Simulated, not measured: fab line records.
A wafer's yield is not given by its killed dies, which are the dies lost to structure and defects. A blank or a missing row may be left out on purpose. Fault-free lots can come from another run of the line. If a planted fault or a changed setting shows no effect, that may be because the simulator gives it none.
fab line records    flow gf180mcu
record lots=12  wafers=36  last-day=34
route steps=602 shown MVSD@76 VT_IMPLANT@109 V1@361 V2@383
lots that met no fault: taken from a fault-free run of the same line
start-h: the number of hours between the record's first day and the start of the first shown wafer of the lot    wait-h: hours since the lot's step before    " the same as in the row above    L1.1+2: one row covering several wafers at once    - no value, or no start given    * or withheld: withheld    < > ~ a bound
route shown NAME@n: names a module that has steps shown in the file, with the first one's number in the route    usual: mean and standard deviation over wafers with no fault    same: alike in all rows    chamber/n: place in a boat    sites: per-site readings    _std_site: the standard deviation of these    _edge_site: the outer-site mean with the inner-site mean subtracted    radius-mm: for every site, how far away it sits from the centre of the wafer    mask NAME#n: copy n    behind: the most recent tool/chamber to have shaped the wafer    hold: the reason the lot was held/the length of the hold in hours/how it ended    device: the n, p or np transistor that did not switch    end of line: the tests these same wafers got at the end of their route    a step without rows: its recipe alone    killed: count of dies lost to structure and defects at first sort (not the wafer's yield)    map: the dies of a wafer, with x for killed, . for not killed, _ for no die there
set.NAME: setting as actually run; set.NAME@STEP: the setting as run at that earlier step    model.NAME: the simulator's own value behind a step, which no gauge read
steps of the route over a sample of lots; a table a step, a row a wafer
services: when a tool's chamber went out of use (start-h, in hours from the record's first day, below 0 if earlier), for how many hours, and the reason
## steps
# step GF_MVSD_STRIP_10
# recipe chemistry=O2/N2  power-w=1400  pressure-mtorr=1500  platen-temp-c=250  o2-flow-sccm=3000  n2-flow-sccm=300  overash-fraction=0.5
# usual chamber-pressure-mTorr=1499.8/1.3  drypump-motor-current-A=5.4/0.39  heater-power-w=341/41  oes-product-au=0.722/0.0042  strip-time-to-endpoint-s=36.96/0.13
lot.wafer  tool             chamber  start-h  wait-h  chamber-pressure-mTorr  drypump-motor-current-A  heater-power-w  oes-product-au  rf-hours-counter-h  strip-time-to-endpoint-s
L864.2     plasma-asher-02  1        94.19    0.1     1500.1                  5.3                      312             0.722           38                  36.99
L864.3     "                0        "        "       1501.1                  5.1                      430             0.725           -                   36.93
L864.6     "                1        "        "       1502.4                  5.2                      309             0.727           -                   36.98
L866.1     plasma-asher-03  1        105.01   0.1     1500.6                  6.0                      335             0.724           35                  36.98
L866.2     "                0        "        "       1501.0                  5.4                      294             0.730           35                  37.04
L866.5     "                0        "        "       1497.7                  5.4                      298             0.717           -                   36.94
L871.3     plasma-asher-03  1        136.36   0.1     1498.0                  6.1                      342             0.713           -                   37.20
L871.4     "                0        "        "       1500.4                  5.4                      293             0.726           -                   37.18
L871.6     "                0        "        "       1501.6                  5.4                      297             0.723           -                   37.15
L872.2     plasma-asher-01  0        142.56   0.1     1500.7                  5.6                      364             0.729           49                  36.89
L872.4     "                0        "        "       1499.6                  5.6                      362             0.721           -                   36.95
L872.6     "                0        "        "       1499.7                  5.6                      369             0.718           -                   36.90
L873.1     plasma-asher-01  0        146.73   0.1     1501.4                  5.6                      364             0.720           50                  36.99
L873.3     "                1        "        "       1500.5                  4.9                      329             0.719           -                   36.92
L873.6     "                0        "        "       1499.6                  5.6                      349             0.717           -                   36.89
L875.2     plasma-asher-01  0        160.01   0.1     1500.2                  5.6                      351             0.716           51                  36.93
L875.4     "                0        "        "       1498.5                  5.6                      353             0.719           -                   36.83
L875.6     "                1        "        "       1500.6                  4.9                      327             0.725           -                   36.99
L877.1     plasma-asher-02  0        171.01   0.1     1497.5                  5.1                      442             0.721           46                  36.76
L877.2     "                1        "        "       1500.3                  5.3                      311             0.726           46                  36.73
L877.5     "                1        "        "       1498.4                  5.3                      313             0.719           -                   36.85
L878.3     plasma-asher-03  0        176.26   0.1     1500.0                  5.4                      290             0.720           -                   36.89
L878.5     "                0        "        "       1500.9                  5.4                      296             0.720           -                   36.89
L878.6     "                1        "        "       1498.8                  6.0                      331             0.726           -                   36.89
L881.1     plasma-asher-03  1        193.86   0.1     1501.1                  6.1                      337             0.729           45                  37.04
L881.3     "                0        "        "       1499.0                  5.4                      298             0.728           -                   37.03
L881.5     "                0        "        "       1500.5                  5.4                      300             0.718           -                   37.00
L882.2     plasma-asher-03  0        197.21   0.1     1500.6                  5.4                      295             0.724           46                  37.06
L882.4     "                0        "        "       1499.4                  5.4                      295             0.724           -                   37.18
L882.5     "                1        "        "       1501.5                  6.1                      338             0.721           -                   37.04
L884.1     plasma-asher-03  0        207.88   0.1     1500.1                  5.4                      299             0.715           47                  36.79
L884.3     "                0        "        "       1500.3                  5.4                      304             0.719           -                   36.79
L884.5     "                0        "        "       1500.2                  5.4                      306             0.721           -                   36.88
L885.1     plasma-asher-01  0        217.78   0.1     1500.0                  5.6                      363             0.724           55                  36.87
L885.3     "                0        "        "       1499.1                  5.6                      362             0.723           -                   36.99
L885.4     "                1        "        "       1500.1                  4.9                      316             0.719           -                   36.87
# step GF_VT_IMPLANT_IMPLANT_19
# recipe species=As  energy-kev=100  dose-cm2=4.35e+12  tilt-deg=7
# usual beam-energy-keV=99.997/0.029  beam-on-s=10.00/0.21  faraday-current-uA=24.5/0.51
lot.wafer  tool          chamber  start-h  wait-h  beam-energy-keV  beam-on-s  faraday-current-uA
L864.2     implanter-04  0        138.96   0.0     99.960           10.34      23.7
L864.3     "             0        "        "       100.01           10.08      24.3
L864.6     "             0        "        "       100.00           10.26      24.0
L866.1     implanter-03  0        150.93   0.0     100.04           10.21      24.0
L866.2     "             0        "        "       100.01           10.04      24.6
L866.5     "             0        "        "       100.02           9.89       24.8
L871.3     implanter-04  0        183.63   0.1     100.00           8.18       30.0
L871.4     "             0        "        "       100.03           8.35       29.2
L871.6     "             0        "        "       99.960           8.41       29.1
L872.2     implanter-04  0        190.15   0.0     99.970           8.26       29.7
L872.4     "             0        "        "       100.06           8.26       29.7
L872.6     "             0        "        "       100.00           8.06       30.3
L873.1     implanter-01  0        194.59   0.0     100.00           9.93       24.7
L873.3     "             0        "        "       99.996           10.21      24.0
L873.6     "             0        "        "       100.04           9.96       24.6
L875.2     implanter-03  0        210.31   0.0     100.03           10.17      24.1
L875.4     "             0        "        "       99.977           10.31      23.8
L875.6     "             0        "        "       99.997           9.61       25.5
L877.1     implanter-03  0        222.03   0.0     99.961           10.14      24.1
L877.2     "             0        "        "       99.978           9.89       24.8
L877.5     "             0        "        "       100.01           10.25      23.9
L878.3     implanter-03  0        227.74   0.1     100.00           10.13      24.3
L878.5     "             0        "        "       100.04           10.10      24.3
L878.6     "             0        "        "       100.01           9.72       25.2
L881.1     implanter-03  0        248.18   0.0     99.947           9.99       24.5
L881.3     "             0        "        "       99.967           10.11      24.3
L881.5     "             0        "        "       99.973           9.96       24.6
L882.2     implanter-03  0        250.21   0.0     100.00           10.17      24.1
L882.4     "             0        "        "       99.990           10.12      24.3
L882.5     "             0        "        "       100.02           10.09      24.4
L884.1     implanter-04  0        263.24   0.0     99.995           9.82       24.9
L884.3     "             0        "        "       99.938           9.78       25.2
L884.5     "             0        "        "       99.976           9.98       24.7
L885.1     implanter-04  0        274.88   0.0     99.971           10.20      24.0
L885.3     "             0        "        "       100.01           10.33      23.7
L885.4     "             0        "        "       99.990           9.85       24.9
# step GF_VT_IMPLANT_TW_MEAS_21
# usual VT_IMPLANT_2_TW=1212/14
lot.wafer  tool           chamber  start-h  wait-h  hold                      VT_IMPLANT_2_TW
L864.2     film-metro-03  -        139.19   0.1     -                         1222
L864.3     "              -        "        "       -                         1221
L864.6     "              -        "        "       -                         1218
L866.1     film-metro-03  -        151.18   0.1     -                         1225
L866.2     "              -        "        "       -                         1225
L866.5     "              -        "        "       -                         1230
L871.3     film-metro-04  -        183.85   0.1     await-dispo/0.2h/release  1159
L871.4     "              -        "        "       await-dispo/0.2h/release  1155
L871.6     "              -        "        "       await-dispo/0.2h/release  1150
L871.3     film-metro-04  -        184.07   0.2     -                         1155
L871.4     "              -        "        "       -                         1155
L871.6     "              -        "        "       -                         1161
L872.2     film-metro-02  -        190.39   0.1     await-dispo/0.2h/release  1126
L872.4     "              -        "        "       await-dispo/0.2h/release  1127
L872.6     "              -        "        "       await-dispo/0.2h/release  1123
L872.2     film-metro-02  -        190.61   0.2     -                         1134
L872.4     "              -        "        "       -                         1125
L872.6     "              -        "        "       -                         1120
L873.1     film-metro-02  -        194.84   0.1     -                         1200
L873.3     "              -        "        "       -                         1201
L873.6     "              -        "        "       -                         1196
L875.2     film-metro-02  -        210.54   0.1     -                         1198
L875.4     "              -        "        "       -                         1199
L875.6     "              -        "        "       -                         1196
L877.1     film-metro-02  -        222.28   0.1     -                         1192
L877.2     "              -        "        "       -                         1190
L877.5     "              -        "        "       -                         1200
L878.3     film-metro-02  -        227.96   0.1     -                         1193
L878.5     "              -        "        "       -                         1190
L878.6     "              -        "        "       -                         1191
L881.1     film-metro-04  -        248.43   0.1     -                         1229
L881.3     "              -        "        "       -                         1232
L881.5     "              -        "        "       -                         1229
L882.2     film-metro-02  -        250.45   0.1     -                         1195
L882.4     "              -        "        "       -                         1190
L882.5     "              -        "        "       -                         1192
L884.1     film-metro-03  -        263.49   0.1     -                         1218
L884.3     "              -        "        "       -                         1222
L884.5     "              -        "        "       -                         1214
L885.1     film-metro-04  -        275.13   0.1     -                         1232
L885.3     "              -        "        "       -                         1229
L885.4     "              -        "        "       -                         1228
# step GF_V1_CMP_26
# recipe stop-on=SiO2  down-force-psi=3.5  platen-rpm=60  t-overpolish-s=15  target-thk-nm=0  pad-velocity-m-s=0.94248
# usual head-pressure-psi=3.500/0.0076  motor-current-A=11.4/0.85  overpolish-run-s=15.000/0.0099  time-to-endpoint-s=83/4.2
lot.wafer  tool    chamber  start-h  wait-h  head-pressure-psi  motor-current-A  overpolish-run-s  time-to-endpoint-s
L864.2     cmp-02  0        432.04   0.0     3.503              11.8             14.991            81
L864.3     "       3        "        "       3.490              12.3             15.021            81
L864.6     "       1        "        "       3.501              11.1             15.006            76
L866.2     cmp-01  1        448.69   0.1     3.491              10.6             15.007            88
L866.1     "       2        "        "       3.504              11.4             14.997            87
L866.5     "       1        "        "       3.501              10.7             14.989            86
L871.4     cmp-02  3        493.38   0.0     3.493              11.8             14.992            87
L871.3     "       0        "        "       3.510              11.3             15.018            85
L871.6     "       3        "        "       3.500              11.3             14.994            87
L872.4     cmp-01  0        505.82   0.1     3.512              12.9             15.004            73
L872.2     "       1        "        "       3.492              10.8             14.986            83
L872.6     "       3        "        "       3.497              10.4             14.979            83
L873.3     cmp-01  3        510.59   0.1     3.498              10.4             15.002            81
L873.1     "       1        "        "       3.503              10.3             15.018            82
L873.6     "       3        "        "       3.497              10.4             14.994            87
L875.2     cmp-02  1        534.15   0.0     3.492              11.0             15.001            82
L875.4     "       0        "        "       3.493              12.0             14.997            86
L875.6     "       2        "        "       3.491              11.8             14.998            79
L877.2     cmp-02  2        546.99   0.0     3.491              10.7             14.987            80
L877.1     "       1        "        "       3.511              11.2             15.001            84
L877.5     "       3        "        "       3.500              11.6             15.010            88
L878.3     cmp-01  2        550.66   0.0     3.505              12.3             14.995            83
L878.5     "       2        "        "       3.497              11.2             15.001            86
L878.6     "       3        "        "       3.499              10.3             15.003            80
L881.1     cmp-01  1        582.67   0.1     3.509              10.5             15.007            82
L881.3     "       3        "        "       3.494              10.1             15.010            82
L881.5     "       1        "        "       3.523              10.4             15.001            84
L882.2     cmp-01  3        588.53   0.2     3.506              9.9              14.995            82
L882.4     "       0        "        "       3.493              12.8             14.985            77
L882.5     "       2        "        "       3.503              12.1             15.000            83
L885.4     cmp-01  3        607.34   0.0     3.508              10.6             14.994            86
L885.3     "       0        "        "       3.503              13.2             14.983            80
L885.1     "       1        "        "       3.482              10.2             15.011            85
L884.3     cmp-02  1        609.06   0.0     3.496              11.6             14.995            82
L884.1     "       0        "        "       3.502              11.7             14.997            90
L884.5     "       1        "        "       3.502              11.2             14.980            82
# step GF_V2_THK_MEAS_01
# recipe reads=SiO2_of_V2_CVD_00
# usual V2_CVD_00_THK=601/8.7
lot.wafer  tool           chamber  start-h  wait-h  V2_CVD_00_THK[nm]
L864.2     film-metro-02  -        457.73   0.0     594
L864.3     "              -        "        "       605
L864.6     "              -        "        "       593
L866.1     film-metro-04  -        473.44   0.0     606
L866.2     "              -        "        "       600
L866.5     "              -        "        "       624
L871.3     film-metro-02  -        517.73   0.1     600
L871.4     "              -        "        "       579
L871.6     "              -        "        "       602
L872.2     film-metro-01  -        529.56   0.0     595
L872.4     "              -        "        "       602
L872.6     "              -        "        "       612
L873.1     film-metro-04  -        534.68   0.0     587
L873.3     "              -        "        "       591
L873.6     "              -        "        "       586
L875.2     film-metro-01  -        558.37   0.0     597
L875.4     "              -        "        "       603
L875.6     "              -        "        "       606
L877.1     film-metro-02  -        570.25   0.0     599
L877.2     "              -        "        "       603
L877.5     "              -        "        "       598
L878.3     film-metro-02  -        573.71   0.1     596
L878.5     "              -        "        "       594
L878.6     "              -        "        "       587
L881.1     film-metro-02  -        605.28   0.0     610
L881.3     "              -        "        "       601
L881.5     "              -        "        "       603
L882.2     film-metro-01  -        611.28   0.0     603
L882.4     "              -        "        "       595
L882.5     "              -        "        "       617
L885.1     film-metro-01  -        629.39   0.0     596
L885.3     "              -        "        "       605
L885.4     "              -        "        "       606
L884.1     film-metro-04  -        631.31   0.0     609
L884.3     "              -        "        "       614
L884.5     "              -        "        "       612
## services
tool             chamber  start-h  hours  kind
implanter-04     -        83.72    4.5    pm
implanter-04     -        95.75    2.7    repair
cmp-01           -        98.66    4.4    repair
implanter-04     -        101.96   19.6   pm
cmp-01           -        114.07   0.4    repair
cmp-01           -        145.67   0.9    repair
cmp-01           -        174.10   18.6   repair
implanter-03     -        207.21   2.0    pm
cmp-01           -        329.07   1.6    repair
implanter-03     -        332.23   4.8    repair
cmp-01           -        380.27   3.6    pm
cmp-01           -        384.10   0.3    repair
cmp-01           -        389.12   0.8    repair
implanter-03     -        400.99   3.4    repair
cmp-01           -        404.09   4.0    pm
plasma-asher-03  -        414.54   0.6    repair
implanter-03     -        416.39   7.5    repair
cmp-01           -        465.69   1.8    repair
plasma-asher-03  -        475.38   5.1    repair
implanter-03     -        530.13   4.3    pm
cmp-01           -        533.07   3.1    repair
cmp-01           -        542.79   6.9    pm
cmp-01           -        554.68   2.5    repair
cmp-01           -        584.73   0.4    repair
## key
first-sign step=GF_VT_IMPLANT_IMPLANT_19  reading=faraday-current-uA  direction=up  sigmas=10  usual=24.5  struck=29.7
effect step=GF_VT_IMPLANT_IMPLANT_19  reading=beam-on-s  direction=down  sigmas=8.4  usual=10.00  struck=8.25
effect step=GF_VT_IMPLANT_TW_MEAS_21  reading=visit  direction=added
met-at GF_VT_IMPLANT_IMPLANT_19
struck-lots L871,L872
tester-left-out L871,L872
not-acting-at GF_MVSD_STRIP_10,GF_V1_CMP_26,GF_V2_THK_MEAS_01
onset-between 138.96 183.63
fault kind=process-parameter-drift  tool=implanter-04  chamber=-  onset-h=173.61  steps=GF_VT_IMPLANT_IMPLANT_19  channel=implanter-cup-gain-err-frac  offset=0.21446  shape=step  end-h=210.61
# tester-left-out: of these lots the tester's yield and bins aren't shown, on N5 and GAA mostly nor the transistor test; their killed dies are dies lost to structure and defects alone, not to doping, threshold or leakage, so they don't give the yield
